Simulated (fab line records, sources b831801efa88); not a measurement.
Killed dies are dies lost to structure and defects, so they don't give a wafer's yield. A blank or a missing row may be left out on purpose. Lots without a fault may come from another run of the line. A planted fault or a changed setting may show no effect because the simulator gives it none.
A struck lot beside a sound one | flow sky130 | 16 steps out of a route of 708
Sound: wafers L162.2, L162.3, L162.6. Struck: wafers L171.2, L171.4, L171.6. The cause comes at the end.
At each step with rows: each side's tool, then ch and its chambers, then its first start. Under that, the readings that differ: sound wafers | struck wafers | difference of the means | sigmas: that difference in standard deviations of wafers without a fault.
alike: readings whose means differ by less than 2 such deviations, and words and numbers that are the same on both sides. not compared: withheld readings, readings that some wafer has no value for, bounds like >300 that may hide the same value, and numbers for which the record gives no deviation and whose values overlap.
The two part at a step that has a row with sigmas, a row that says differs or no value, or rows on one side only. Numbers that don't overlap but have no deviation are shown without sigmas and don't part them. A reading that every wafer of one side lacks parts them only if that side has two wafers or more.

first, 5 steps without rows for these wafers: SKY_SONOS_TUNNEL_COAT_02 (resist thk 1140 nm); SKY_SONOS_TUNNEL_SOFTBAKE_03 (time 60 s); SKY_SONOS_TUNNEL_EXPOSE_04 (exposes mask TUNM, target cd 410 nm); SKY_SONOS_TUNNEL_PEB_05; SKY_SONOS_TUNNEL_DEVELOP_06 (develop time 60 s).
SKY_SONOS_TUNNEL_CD_MEAS_07: target cd 410 nm.
  sound on cd_sem-01, day 12 09:02; struck on cd_sem-01, day 15 17:07
  alike: cd_nm
SKY_SONOS_TUNNEL_OVL_MEAS_08:
  sound on overlay-01, day 12 09:09; struck on overlay-02, day 15 17:14
  alike: SONOS_TUNNEL_OVL
then, 3 steps without rows for these wafers: SKY_SONOS_TUNNEL_IMPLANT_09; SKY_SONOS_TUNNEL_WET_ETCH_10 (etches SiO2 in dHF, target depth 14 nm, time 280 s); SKY_SONOS_TUNNEL_STRIP_11 (strips in SPM, time 600 s).
SKY_SONOS_TUNNEL_TW_MEAS_12:
  sound on film_metro-04, day 12 09:36; struck on film_metro-01, day 15 17:41
  alike: SONOS_TUNNEL_TW
then, 1 step without rows for these wafers: SKY_SONOS_TUNNEL_CLEAN_13 (cleans in dHF, time 20 s).
SKY_SONOS_ONO_OXIDATION_00: stabilise 600 s, purge 300 s, target thk 2.6 nm.
  sound on furnace-02 ch 0, day 12 10:23; struck on furnace-02 ch 0, day 15 17:47
  reading                                          | sound                | struck               | difference | sigmas
  spike_tc_bottom_C (C)                            | 821.5 822.2 823.8    | 832.9 832.9 832.2    | +10.2      | +4
  spike_tc_centre_C (C)                            | 801.0 801.7 800.4    | 809.4 811.9 812.0    | +10.1      | +10
  spike_tc_lower_C (C)                             | 800.2 799.3 802.5    | 810.6 808.8 811.2    | +9.5       | +8
  spike_tc_top_C (C)                               | 812.9 813.9 812.3    | 824.6 824.1 821.8    | +10.5      | +5
  spike_tc_upper_C (C)                             | 800.8 799.2 798.8    | 811.2 811.4 809.4    | +11.1      | +11
  tube_center_temp_C (C)                           | 799.95 799.92 799.99 | 810.33 810.29 810.39 | +10.38     | +99 or more
  tube_center_temp_C_max                           | 801.8 802.1 802.0    | 812.4 812.9 813.0    | +10.8      | +34
  zone_power_bottom_pct (%)                        | 18.51 18.54 18.30    | 19.30 18.83 19.20    | +0.66      | +3
  zone_power_centre_pct (%)                        | 12.46 12.34 12.32    | 12.81 12.73 12.80    | +0.41      | +3
  model.SiO2_of_SONOS_ONO_OXIDATION_00.thk_nm (nm) | 2.61 2.59 2.632      | 3.018 2.975 2.959    | +0.373     |
SKY_SONOS_ONO_THK_MEAS_01:
  sound on film_metro-03, day 12 11:44; struck on film_metro-01, day 15 19:09
  reading                      | sound          | struck         | difference | sigmas
  SONOS_ONO_OXIDATION_THK (nm) | 2.57 2.58 2.63 | 3.06 2.98 2.95 | +0.40      | +7
then, 1 step without rows for these wafers: SKY_SONOS_ONO_CVD_02 (deposits Si3N4 from DCS/NH3, target thk 10.5 nm, time 180 s).
-- the record jumps here: 34 days lie between the struck wafers' starts before and after (it left off in module SONOS_ONO and takes up again in module PAD_OPEN, whose first step shown is number 708 of the route) --
SKY_PAD_OPEN_PROBE_99:
  sound on prober-01, day 47 02:05; struck on prober-02, day 50 06:40
  reading                               | sound                  | struck                  | difference | sigmas
  killed_at_other                       | 0 0 0                  | 0 2 1                   | +1         | +2
  model.etest.sonos_erased.drive_ua_um  | 181.3 164.7 186.2      | 116.5 152.6 145.8       | -39.1      |
  model.etest.cap_ono.gate_log10_a_cm2  | -7.93 -7.963 -8.184    | -8.846 -8.702 -8.532    | -0.668     |
  model.etest.sonos_erased.vt_v (V)     | -2.255 -2.242 -2.204   | -1.633 -1.779 -1.853    | +0.479     |
  model.etest.cap_ono.gate_bv_v (V)     | 16.4 16.59 16.7        | 17 17.1 16.86           | +0         |
  model.etest.cap_ono.tox_acc_nm (nm)   | 12.93 12.94 13.11      | 13.56 13.48 13.37       | +0.48      |
  model.etest.sonos_programmed.vt_v (V) | 1.486 1.454 1.36       | 1.158 1.117 1.302       | -0.241     |
  model.etest.sonos_baked.vt_less_v (V) | -0.5678 -0.5214 -0.462 | -0.3515 -0.2373 -0.3609 | +0.2005    |
  alike: killed_at_M0_to_M3, killed_at_M4_up, killed_at_contacts, killed_at_front_end, killed_dies, killed_open, killed_short

WHERE THEY PART
First at SKY_SONOS_ONO_OXIDATION_00; last, within this record, at SKY_PAD_OPEN_PROBE_99.

WHY: what the simulator had put in
Process parameter drift: furnace-02, from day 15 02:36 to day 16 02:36, at SKY_SONOS_ONO_OXIDATION_00. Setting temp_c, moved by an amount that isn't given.
